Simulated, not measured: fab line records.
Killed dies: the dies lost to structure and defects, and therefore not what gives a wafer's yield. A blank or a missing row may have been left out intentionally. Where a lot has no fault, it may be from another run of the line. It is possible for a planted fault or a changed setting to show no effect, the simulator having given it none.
fab line records :: flow gf180mcu :: part 2 of 2: steps 31 to 39 of 39
[record]
  lots = 5
  wafers = 15
  lastDay = 33
route steps=602 shown MIM@507 M5@526 V5@540
lots with no fault: from the same line, run without faults
startH: the number of hours between the record's first day and the start of the first shown wafer of the lot :: waitH: how many hours have passed since the lot's step before this one :: " unchanged from the row above :: L1.1+2: several wafers, shown together as one row :: - value missing, or start not given :: * or withheld: withheld :: < > ~ a bound
route shown NAME@n: names a module that has steps shown in the file, with the first one's number in the route :: usual: the fault-free wafers' mean and standard deviation :: same: alike in all rows :: chamber/n: place in a boat :: sites: the reading at each site :: _std_site: standard deviation of those values :: _edge_site: outer sites' mean less inner sites' :: radiusMm: how far each site lies from the wafer's centre :: mask NAME#n: copy n :: behind: the last tool/chamber to shape the wafer :: hold: what put the lot on hold/how long, in hours/how the hold closed :: device: whichever transistor did not switch (one of n, p or np) :: end of line: at the end of the route, the tests of the same wafers :: step lacking rows: just its recipe :: killed: at the first sort, the dies lost to defects and structure; wafer yield is something else :: map: shows each die of a wafer: x if killed, . if not, _ if none is there
set.NAME: setting as actually run; set.NAME@STEP: the setting as run at that earlier step :: model.NAME: the simulator's own value behind a step, which no gauge read
lots at selected steps of the route; one table per step, one row per wafer
services: from which hour (startH, from the record's first day; less than 0 if before it) a tool's chamber was out of use, for how many hours, and why
[[steps]]
[step GF_M5_STRIP_11]
[recipe]
  chemistry = O2/N2
  powerW = 1400
  pressureMtorr = 1500
  platenTempC = 250
  o2FlowSccm = 3000
  n2FlowSccm = 300
  overashFraction = 0.5
[usual]
  drypumpMotorCurrentA = 5.7/0.36
  heaterPowerW = 347/46
  oesProductAu = 0.543/0.0053
  platenTempC = 249.99/0.17
  stripTimeToEndpointS = 7.52/0.046
lot.wafer: L080.1
tool: plasmaAsher-03
chamber: 0
startH: 654.60
waitH: 0.1
drypumpMotorCurrentA: 6.0
heaterPowerW: 398
oesProductAu: 0.541
platenTempC: 250.09
rfHoursCounterH: 86
stripTimeToEndpointS: 7.57

lot.wafer: L080.4
tool: plasmaAsher-03
chamber: 1
startH: 654.60
waitH: 0.1
drypumpMotorCurrentA: 5.9
heaterPowerW: 363
oesProductAu: 0.538
platenTempC: 250.11
rfHoursCounterH: -
stripTimeToEndpointS: 7.54

lot.wafer: L080.5
tool: plasmaAsher-03
chamber: 0
startH: 654.60
waitH: 0.1
drypumpMotorCurrentA: 6.0
heaterPowerW: 403
oesProductAu: 0.544
platenTempC: 249.97
rfHoursCounterH: -
stripTimeToEndpointS: 7.55

lot.wafer: L082.3
tool: plasmaAsher-03
chamber: 0
startH: 670.01
waitH: 0.1
drypumpMotorCurrentA: 6.0
heaterPowerW: 406
oesProductAu: 0.538
platenTempC: 249.94
rfHoursCounterH: -
stripTimeToEndpointS: 7.44

lot.wafer: L082.4
tool: plasmaAsher-03
chamber: 1
startH: 670.01
waitH: 0.1
drypumpMotorCurrentA: 5.9
heaterPowerW: 354
oesProductAu: 0.537
platenTempC: 250.10
rfHoursCounterH: -
stripTimeToEndpointS: 7.50

lot.wafer: L082.6
tool: plasmaAsher-03
chamber: 1
startH: 670.01
waitH: 0.1
drypumpMotorCurrentA: 5.9
heaterPowerW: 352
oesProductAu: 0.544
platenTempC: 250.03
rfHoursCounterH: -
stripTimeToEndpointS: 7.50

lot.wafer: L087.1
tool: plasmaAsher-04
chamber: 1
startH: 708.83
waitH: 0.1
drypumpMotorCurrentA: 6.1
heaterPowerW: 334
oesProductAu: 0.543
platenTempC: 249.80
rfHoursCounterH: 59
stripTimeToEndpointS: 7.53

lot.wafer: L087.3
tool: plasmaAsher-04
chamber: 0
startH: 708.83
waitH: 0.1
drypumpMotorCurrentA: 5.2
heaterPowerW: 268
oesProductAu: 0.542
platenTempC: 250.21
rfHoursCounterH: -
stripTimeToEndpointS: 7.56

lot.wafer: L087.6
tool: plasmaAsher-04
chamber: 0
startH: 708.83
waitH: 0.1
drypumpMotorCurrentA: 5.2
heaterPowerW: 270
oesProductAu: 0.545
platenTempC: 250.01
rfHoursCounterH: -
stripTimeToEndpointS: 7.54

lot.wafer: L088.2
tool: plasmaAsher-01
chamber: 1
startH: 713.20
waitH: 0.1
drypumpMotorCurrentA: 5.2
heaterPowerW: 387
oesProductAu: 0.548
platenTempC: 250.13
rfHoursCounterH: 31
stripTimeToEndpointS: 7.56

lot.wafer: L088.3
tool: plasmaAsher-01
chamber: 1
startH: 713.20
waitH: 0.1
drypumpMotorCurrentA: 5.2
heaterPowerW: 393
oesProductAu: 0.542
platenTempC: 250.10
rfHoursCounterH: -
stripTimeToEndpointS: 7.56

lot.wafer: L088.4
tool: plasmaAsher-01
chamber: 0
startH: 713.20
waitH: 0.1
drypumpMotorCurrentA: 5.4
heaterPowerW: 346
oesProductAu: 0.538
platenTempC: 249.79
rfHoursCounterH: -
stripTimeToEndpointS: 7.47

lot.wafer: L092.1
tool: plasmaAsher-01
chamber: 0
startH: 739.30
waitH: 0.1
drypumpMotorCurrentA: 5.4
heaterPowerW: 346
oesProductAu: 0.528
platenTempC: 250.15
rfHoursCounterH: 34
stripTimeToEndpointS: 7.48

lot.wafer: L092.2
tool: plasmaAsher-01
chamber: 1
startH: 739.30
waitH: 0.1
drypumpMotorCurrentA: 5.2
heaterPowerW: 395
oesProductAu: 0.546
platenTempC: 249.84
rfHoursCounterH: 34
stripTimeToEndpointS: 7.55

lot.wafer: L092.4
tool: plasmaAsher-01
chamber: 1
startH: 739.30
waitH: 0.1
drypumpMotorCurrentA: 5.2
heaterPowerW: 398
oesProductAu: 0.546
platenTempC: 249.71
rfHoursCounterH: -
stripTimeToEndpointS: 7.54
[step GF_M5_STRIP_12]
[recipe]
  chemistry = postEtchResidueRemover
  timeS = 1200
  tempC = 72.5
[usual]
  bathGuardTempC = 72.5/0.57
lot.wafer: L080.1
tool: wetBench-04
chamber: 3
startH: 654.70
waitH: 0.1
bathGuardTempC: 72.1

lot.wafer: L080.4
tool: wetBench-04
chamber: 3
startH: 654.70
waitH: 0.1
bathGuardTempC: 72.0

lot.wafer: L080.5
tool: wetBench-04
chamber: 3
startH: 654.70
waitH: 0.1
bathGuardTempC: 72.0

lot.wafer: L082.3
tool: wetBench-03
chamber: 0
startH: 670.08
waitH: 0.0
bathGuardTempC: 72.5

lot.wafer: L082.4
tool: wetBench-03
chamber: 0
startH: 670.08
waitH: 0.0
bathGuardTempC: 72.6

lot.wafer: L082.6
tool: wetBench-03
chamber: 0
startH: 670.08
waitH: 0.0
bathGuardTempC: 72.1

lot.wafer: L087.1
tool: wetBench-04
chamber: 2
startH: 708.93
waitH: 0.1
bathGuardTempC: 73.8

lot.wafer: L087.3
tool: wetBench-04
chamber: 2
startH: 708.93
waitH: 0.1
bathGuardTempC: 73.7

lot.wafer: L087.6
tool: wetBench-04
chamber: 2
startH: 708.93
waitH: 0.1
bathGuardTempC: 73.6

lot.wafer: L088.2
tool: wetBench-02
chamber: 2
startH: 713.30
waitH: 0.1
bathGuardTempC: 72.7

lot.wafer: L088.3
tool: wetBench-02
chamber: 2
startH: 713.30
waitH: 0.1
bathGuardTempC: 72.6

lot.wafer: L088.4
tool: wetBench-02
chamber: 2
startH: 713.30
waitH: 0.1
bathGuardTempC: 72.8

lot.wafer: L092.1
tool: wetBench-02
chamber: 1
startH: 739.40
waitH: 0.1
bathGuardTempC: 72.8

lot.wafer: L092.2
tool: wetBench-02
chamber: 1
startH: 739.40
waitH: 0.1
bathGuardTempC: 72.6

lot.wafer: L092.4
tool: wetBench-02
chamber: 1
startH: 739.40
waitH: 0.1
bathGuardTempC: 73.2
[step GF_M5_CLEAN_13]
[recipe]
  chemistry = DIW
  dry = n2Spin
lot.wafer: L080.1+4+5
tool: wetBench-03
chamber: 2
startH: 655.04
waitH: 0.0

lot.wafer: L082.3+4+6
tool: wetBench-02
chamber: 1
startH: 670.42
waitH: 0.0

lot.wafer: L087.1+3+6
tool: wetBench-02
chamber: 0
startH: 709.27
waitH: 0.0

lot.wafer: L088.2+3+4
tool: wetBench-04
chamber: 1
startH: 713.64
waitH: 0.0

lot.wafer: L092.1+2+4
tool: wetBench-03
chamber: 3
startH: 739.74
waitH: 0.0
[step GF_V5_CVD_00]
[recipe]
  material = SiO2
  targetThkNm = 300
  sigmaOpenFrac = 0.3
  tempC = 400
  timeS = 50
  sih4FlowSccm = 60
  pressureMtorr = 6
[usual]
  sih4FlowSccm = 60.01/0.19
lot.wafer: L080.1
tool: hdpcvd-02
chamber: 1
startH: 655.13
waitH: 0.0
sih4FlowSccm: 59.86

lot.wafer: L080.4
tool: hdpcvd-02
chamber: 2
startH: 655.13
waitH: 0.0
sih4FlowSccm: 59.95

lot.wafer: L080.5
tool: hdpcvd-02
chamber: 0
startH: 655.13
waitH: 0.0
sih4FlowSccm: 60.00

lot.wafer: L082.3
tool: hdpcvd-02
chamber: 1
startH: 670.51
waitH: 0.0
sih4FlowSccm: 60.11

lot.wafer: L082.4
tool: hdpcvd-02
chamber: 1
startH: 670.51
waitH: 0.0
sih4FlowSccm: 59.93

lot.wafer: L082.6
tool: hdpcvd-02
chamber: 0
startH: 670.51
waitH: 0.0
sih4FlowSccm: 60.13

lot.wafer: L087.1
tool: hdpcvd-01
chamber: 0
startH: 709.36
waitH: 0.0
sih4FlowSccm: 59.94

lot.wafer: L087.3
tool: hdpcvd-01
chamber: 2
startH: 709.36
waitH: 0.0
sih4FlowSccm: 59.79

lot.wafer: L087.6
tool: hdpcvd-01
chamber: 0
startH: 709.36
waitH: 0.0
sih4FlowSccm: 59.73

lot.wafer: L088.2
tool: hdpcvd-01
chamber: 1
startH: 713.73
waitH: 0.0
sih4FlowSccm: 60.39

lot.wafer: L088.3
tool: hdpcvd-01
chamber: 2
startH: 713.73
waitH: 0.0
sih4FlowSccm: 59.67

lot.wafer: L088.4
tool: hdpcvd-01
chamber: 0
startH: 713.73
waitH: 0.0
sih4FlowSccm: 59.62

lot.wafer: L092.1
tool: hdpcvd-01
chamber: 2
startH: 739.83
waitH: 0.0
sih4FlowSccm: 59.98

lot.wafer: L092.2
tool: hdpcvd-01
chamber: 1
startH: 739.83
waitH: 0.0
sih4FlowSccm: 60.04

lot.wafer: L092.4
tool: hdpcvd-01
chamber: 1
startH: 739.83
waitH: 0.0
sih4FlowSccm: 59.98
[step GF_V5_THK_MEAS_01]
[recipe]
  reads = SiO2_of_V5_CVD_00
[usual]
  V5_CVD_00_THK = 300.3/2.3
lot.wafer: L080.1
tool: filmMetro-04
chamber: -
startH: 655.18
waitH: 0.0
V5_CVD_00_THK[nm]: 302.6

lot.wafer: L080.4
tool: filmMetro-04
chamber: -
startH: 655.18
waitH: 0.0
V5_CVD_00_THK[nm]: 301.1

lot.wafer: L080.5
tool: filmMetro-04
chamber: -
startH: 655.18
waitH: 0.0
V5_CVD_00_THK[nm]: 297.5

lot.wafer: L082.3
tool: filmMetro-03
chamber: -
startH: 670.57
waitH: 0.0
V5_CVD_00_THK[nm]: 297.3

lot.wafer: L082.4
tool: filmMetro-03
chamber: -
startH: 670.57
waitH: 0.0
V5_CVD_00_THK[nm]: 298.2

lot.wafer: L082.6
tool: filmMetro-03
chamber: -
startH: 670.57
waitH: 0.0
V5_CVD_00_THK[nm]: 298.1

lot.wafer: L087.1
tool: filmMetro-02
chamber: -
startH: 709.41
waitH: 0.0
V5_CVD_00_THK[nm]: 295.8

lot.wafer: L087.3
tool: filmMetro-02
chamber: -
startH: 709.41
waitH: 0.0
V5_CVD_00_THK[nm]: 297.2

lot.wafer: L087.6
tool: filmMetro-02
chamber: -
startH: 709.41
waitH: 0.0
V5_CVD_00_THK[nm]: 292.8

lot.wafer: L088.2
tool: filmMetro-04
chamber: -
startH: 713.79
waitH: 0.0
V5_CVD_00_THK[nm]: 303.1

lot.wafer: L088.3
tool: filmMetro-04
chamber: -
startH: 713.79
waitH: 0.0
V5_CVD_00_THK[nm]: 300.8

lot.wafer: L088.4
tool: filmMetro-04
chamber: -
startH: 713.79
waitH: 0.0
V5_CVD_00_THK[nm]: 298.6

lot.wafer: L092.1
tool: filmMetro-02
chamber: -
startH: 739.87
waitH: 0.0
V5_CVD_00_THK[nm]: 299.0

lot.wafer: L092.2
tool: filmMetro-02
chamber: -
startH: 739.87
waitH: 0.0
V5_CVD_00_THK[nm]: 302.2

lot.wafer: L092.4
tool: filmMetro-02
chamber: -
startH: 739.87
waitH: 0.0
V5_CVD_00_THK[nm]: 302.9
[step GF_V5_CVD_02]
[recipe]
  material = SiO2
  targetThkNm = 1450
  precursor = TEOS
  tempC = 400
  timeS = 163.28
  rfW = 583.4
[usual]
  heaterPowerW = 699/140
lot.wafer: L080.1
tool: pecvd-03
chamber: 0
startH: 655.24
waitH: 0.1
heaterPowerW: 644

lot.wafer: L080.4
tool: pecvd-03
chamber: 2
startH: 655.24
waitH: 0.1
heaterPowerW: 734

lot.wafer: L080.5
tool: pecvd-03
chamber: 0
startH: 655.24
waitH: 0.1
heaterPowerW: 489

lot.wafer: L082.3
tool: pecvd-03
chamber: 0
startH: 670.61
waitH: 0.0
heaterPowerW: 615

lot.wafer: L082.4
tool: pecvd-03
chamber: 1
startH: 670.61
waitH: 0.0
heaterPowerW: 789

lot.wafer: L082.6
tool: pecvd-03
chamber: 0
startH: 670.61
waitH: 0.0
heaterPowerW: 513

lot.wafer: L087.1
tool: pecvd-04
chamber: 0
startH: 709.47
waitH: 0.1
heaterPowerW: 648

lot.wafer: L087.3
tool: pecvd-04
chamber: 2
startH: 709.47
waitH: 0.1
heaterPowerW: 744

lot.wafer: L087.6
tool: pecvd-04
chamber: 1
startH: 709.47
waitH: 0.1
heaterPowerW: 519

lot.wafer: L088.2
tool: pecvd-01
chamber: 1
startH: 713.84
waitH: 0.0
heaterPowerW: 588

lot.wafer: L088.3
tool: pecvd-01
chamber: 0
startH: 713.84
waitH: 0.0
heaterPowerW: 631

lot.wafer: L088.4
tool: pecvd-01
chamber: 1
startH: 713.84
waitH: 0.0
heaterPowerW: 659

lot.wafer: L092.1
tool: pecvd-01
chamber: 2
startH: 739.93
waitH: 0.1
heaterPowerW: 974

lot.wafer: L092.2
tool: pecvd-01
chamber: 1
startH: 739.93
waitH: 0.1
heaterPowerW: 647

lot.wafer: L092.4
tool: pecvd-01
chamber: 1
startH: 739.93
waitH: 0.1
heaterPowerW: 531
[step GF_V5_THK_MEAS_03]
[recipe]
  reads = SiO2_of_V5_CVD_02
[usual]
  V5_CVD_02_THK = 1442/19
lot.wafer: L080.1
tool: filmMetro-02
chamber: -
startH: 655.34
waitH: 0.1
V5_CVD_02_THK[nm]: 1417

lot.wafer: L080.4
tool: filmMetro-02
chamber: -
startH: 655.34
waitH: 0.1
V5_CVD_02_THK[nm]: 1464

lot.wafer: L080.5
tool: filmMetro-02
chamber: -
startH: 655.34
waitH: 0.1
V5_CVD_02_THK[nm]: 1434

lot.wafer: L082.3
tool: filmMetro-02
chamber: -
startH: 670.74
waitH: 0.1
V5_CVD_02_THK[nm]: 1412

lot.wafer: L082.4
tool: filmMetro-02
chamber: -
startH: 670.74
waitH: 0.1
V5_CVD_02_THK[nm]: 1440

lot.wafer: L082.6
tool: filmMetro-02
chamber: -
startH: 670.74
waitH: 0.1
V5_CVD_02_THK[nm]: 1445

lot.wafer: L087.1
tool: filmMetro-02
chamber: -
startH: 709.57
waitH: 0.1
V5_CVD_02_THK[nm]: 1429

lot.wafer: L087.3
tool: filmMetro-02
chamber: -
startH: 709.57
waitH: 0.1
V5_CVD_02_THK[nm]: 1433

lot.wafer: L087.6
tool: filmMetro-02
chamber: -
startH: 709.57
waitH: 0.1
V5_CVD_02_THK[nm]: 1462

lot.wafer: L088.2
tool: filmMetro-02
chamber: -
startH: 713.95
waitH: 0.1
V5_CVD_02_THK[nm]: 1422

lot.wafer: L088.3
tool: filmMetro-02
chamber: -
startH: 713.95
waitH: 0.1
V5_CVD_02_THK[nm]: 1429

lot.wafer: L088.4
tool: filmMetro-02
chamber: -
startH: 713.95
waitH: 0.1
V5_CVD_02_THK[nm]: 1446

lot.wafer: L092.1
tool: filmMetro-02
chamber: -
startH: 740.04
waitH: 0.1
V5_CVD_02_THK[nm]: 1442

lot.wafer: L092.2
tool: filmMetro-02
chamber: -
startH: 740.04
waitH: 0.1
V5_CVD_02_THK[nm]: 1405

lot.wafer: L092.4
tool: filmMetro-02
chamber: -
startH: 740.04
waitH: 0.1
V5_CVD_02_THK[nm]: 1428
[step GF_V5_CMP_04]
[recipe]
  material = SiO2
  downForcePsi = 4
  platenRpm = 60
  padVelocityMS = 0.94248
[usual]
  motorCurrentA = 12.2/1.7
  retainingRingPressureFrac = 0.999/0.0048
  slurryFilterDpKPa = 13.49/0.15
  slurryFlowMlMin = 149.9/0.5
lot.wafer: L080.4
tool: cmp-02
chamber: 1
startH: 655.40
waitH: 0.0
motorCurrentA: 12.9
retainingRingPressureFrac: 1.002
slurryFilterDpKPa: 13.58
slurryFlowMlMin: 149.7

lot.wafer: L080.1
tool: cmp-02
chamber: 0
startH: 655.40
waitH: 0.0
motorCurrentA: 14.0
retainingRingPressureFrac: 1.003
slurryFilterDpKPa: 13.35
slurryFlowMlMin: 150.3

lot.wafer: L080.5
tool: cmp-02
chamber: 2
startH: 655.40
waitH: 0.0
motorCurrentA: 11.4
retainingRingPressureFrac: 1.002
slurryFilterDpKPa: 13.78
slurryFlowMlMin: 148.9

lot.wafer: L082.3
tool: cmp-01
chamber: 0
startH: 670.78
waitH: 0.0
motorCurrentA: 11.3
retainingRingPressureFrac: 1.004
slurryFilterDpKPa: 13.28
slurryFlowMlMin: 150.0

lot.wafer: L082.4
tool: cmp-01
chamber: 1
startH: 670.78
waitH: 0.0
motorCurrentA: 13.2
retainingRingPressureFrac: 0.989
slurryFilterDpKPa: 13.37
slurryFlowMlMin: 149.9

lot.wafer: L082.6
tool: cmp-01
chamber: 1
startH: 670.78
waitH: 0.0
motorCurrentA: 13.1
retainingRingPressureFrac: 0.996
slurryFilterDpKPa: 13.42
slurryFlowMlMin: 150.8

lot.wafer: L087.3
tool: cmp-02
chamber: 1
startH: 709.73
waitH: 0.1
motorCurrentA: 12.7
retainingRingPressureFrac: 0.996
slurryFilterDpKPa: 13.21
slurryFlowMlMin: 150.7

lot.wafer: L087.1
tool: cmp-02
chamber: 2
startH: 709.73
waitH: 0.1
motorCurrentA: 10.7
retainingRingPressureFrac: 0.998
slurryFilterDpKPa: 13.43
slurryFlowMlMin: 149.3

lot.wafer: L087.6
tool: cmp-02
chamber: 3
startH: 709.73
waitH: 0.1
motorCurrentA: 8.9
retainingRingPressureFrac: 0.998
slurryFilterDpKPa: 13.15
slurryFlowMlMin: 149.6

lot.wafer: L088.4
tool: cmp-02
chamber: 3
startH: 714.00
waitH: 0.0
motorCurrentA: 8.6
retainingRingPressureFrac: 0.996
slurryFilterDpKPa: 13.51
slurryFlowMlMin: 150.1

lot.wafer: L088.3
tool: cmp-02
chamber: 0
startH: 714.00
waitH: 0.0
motorCurrentA: 14.8
retainingRingPressureFrac: 0.992
slurryFilterDpKPa: 13.70
slurryFlowMlMin: 150.3

lot.wafer: L088.2
tool: cmp-02
chamber: 2
startH: 714.00
waitH: 0.0
motorCurrentA: 11.0
retainingRingPressureFrac: 1.001
slurryFilterDpKPa: 13.70
slurryFlowMlMin: 150.4

lot.wafer: L092.1
tool: cmp-01
chamber: 1
startH: 740.10
waitH: 0.1
motorCurrentA: 14.0
retainingRingPressureFrac: 0.998
slurryFilterDpKPa: 13.71
slurryFlowMlMin: 149.7

lot.wafer: L092.2
tool: cmp-01
chamber: 2
startH: 740.10
waitH: 0.1
motorCurrentA: 12.8
retainingRingPressureFrac: 0.992
slurryFilterDpKPa: 13.50
slurryFlowMlMin: 149.7

lot.wafer: L092.4
tool: cmp-01
chamber: 0
startH: 740.10
waitH: 0.1
motorCurrentA: 12.0
retainingRingPressureFrac: 0.995
slurryFilterDpKPa: 13.66
slurryFlowMlMin: 149.5
[step GF_V5_BOW_MEAS_05]
[recipe]
  mode = bow
[usual]
  V5_BOW = 138/11
lot.wafer: L080.1
tool: filmMetro-04
chamber: -
startH: 655.70
waitH: 0.1
V5_BOW[um]: 134

lot.wafer: L080.4
tool: filmMetro-04
chamber: -
startH: 655.70
waitH: 0.1
V5_BOW[um]: 126

lot.wafer: L080.5
tool: filmMetro-04
chamber: -
startH: 655.70
waitH: 0.1
V5_BOW[um]: 131

lot.wafer: L082.3
tool: filmMetro-02
chamber: -
startH: 671.12
waitH: 0.3
V5_BOW[um]: 147

lot.wafer: L082.4
tool: filmMetro-02
chamber: -
startH: 671.12
waitH: 0.3
V5_BOW[um]: 136

lot.wafer: L082.6
tool: filmMetro-02
chamber: -
startH: 671.12
waitH: 0.3
V5_BOW[um]: 145

lot.wafer: L087.1
tool: filmMetro-03
chamber: -
startH: 709.93
waitH: 0.1
V5_BOW[um]: 128

lot.wafer: L087.3
tool: filmMetro-03
chamber: -
startH: 709.93
waitH: 0.1
V5_BOW[um]: 120

lot.wafer: L087.6
tool: filmMetro-03
chamber: -
startH: 709.93
waitH: 0.1
V5_BOW[um]: 124

lot.wafer: L088.2
tool: filmMetro-03
chamber: -
startH: 714.32
waitH: 0.1
V5_BOW[um]: 128

lot.wafer: L088.3
tool: filmMetro-03
chamber: -
startH: 714.32
waitH: 0.1
V5_BOW[um]: 137

lot.wafer: L088.4
tool: filmMetro-03
chamber: -
startH: 714.32
waitH: 0.1
V5_BOW[um]: 138

lot.wafer: L092.1
tool: filmMetro-02
chamber: -
startH: 740.40
waitH: 0.2
V5_BOW[um]: 135

lot.wafer: L092.2
tool: filmMetro-02
chamber: -
startH: 740.40
waitH: 0.2
V5_BOW[um]: 148

lot.wafer: L092.4
tool: filmMetro-02
chamber: -
startH: 740.40
waitH: 0.2
V5_BOW[um]: 142
[[services]]
tool: pecvd-04
chamber: -
startH: 591.12
hours: 14.0
kind: pm

tool: plasmaAsher-03
chamber: -
startH: 595.35
hours: 0.8
kind: repair

tool: pvdSputter-01
chamber: -
startH: 597.87
hours: 6.6
kind: repair

tool: pecvd-03
chamber: 0
startH: 599.84
hours: 3.4
kind: repair

tool: ilineStepper-01
chamber: -
startH: 603.06
hours: 0.6
kind: repair

tool: pecvd-02
chamber: -
startH: 615.69
hours: 0.7
kind: repair

tool: krfScanner-02
chamber: -
startH: 637.18
hours: 1.3
kind: pm

tool: krfScanner-02
chamber: -
startH: 638.85
hours: 0.3
kind: repair

tool: pecvd-01
chamber: -
startH: 645.12
hours: 2.8
kind: pm

tool: rieDiel-01
chamber: -
startH: 646.94
hours: 0.8
kind: repair

tool: krfScanner-02
chamber: -
startH: 649.20
hours: 1.0
kind: pm

tool: ilineStepper-01
chamber: -
startH: 649.75
hours: 1.7
kind: pm

tool: ilineStepper-01
chamber: -
startH: 651.41
hours: 4.4
kind: pm

tool: rieMetal-03
chamber: 1
startH: 653.17
hours: 4.2
kind: repair

tool: plasmaAsher-01
chamber: -
startH: 658.71
hours: 1.4
kind: repair

tool: rieDiel-01
chamber: 0
startH: 659.41
hours: 4.6
kind: repair

tool: pecvd-04
chamber: 2
startH: 664.08
hours: 5.1
kind: repair

tool: krfScanner-02
chamber: -
startH: 667.76
hours: 0.8
kind: pm

tool: cmp-02
chamber: -
startH: 675.52
hours: 0.7
kind: repair

tool: cmp-02
chamber: -
startH: 678.58
hours: 17.5
kind: pm

tool: rieMetal-04
chamber: -
startH: 684.68
hours: 0.3
kind: repair

tool: krfScanner-02
chamber: -
startH: 720.71
hours: 3.6
kind: pm

tool: plasmaAsher-03
chamber: -
startH: 726.07
hours: 1.9
kind: repair

tool: cmp-02
chamber: -
startH: 736.82
hours: 1.5
kind: repair
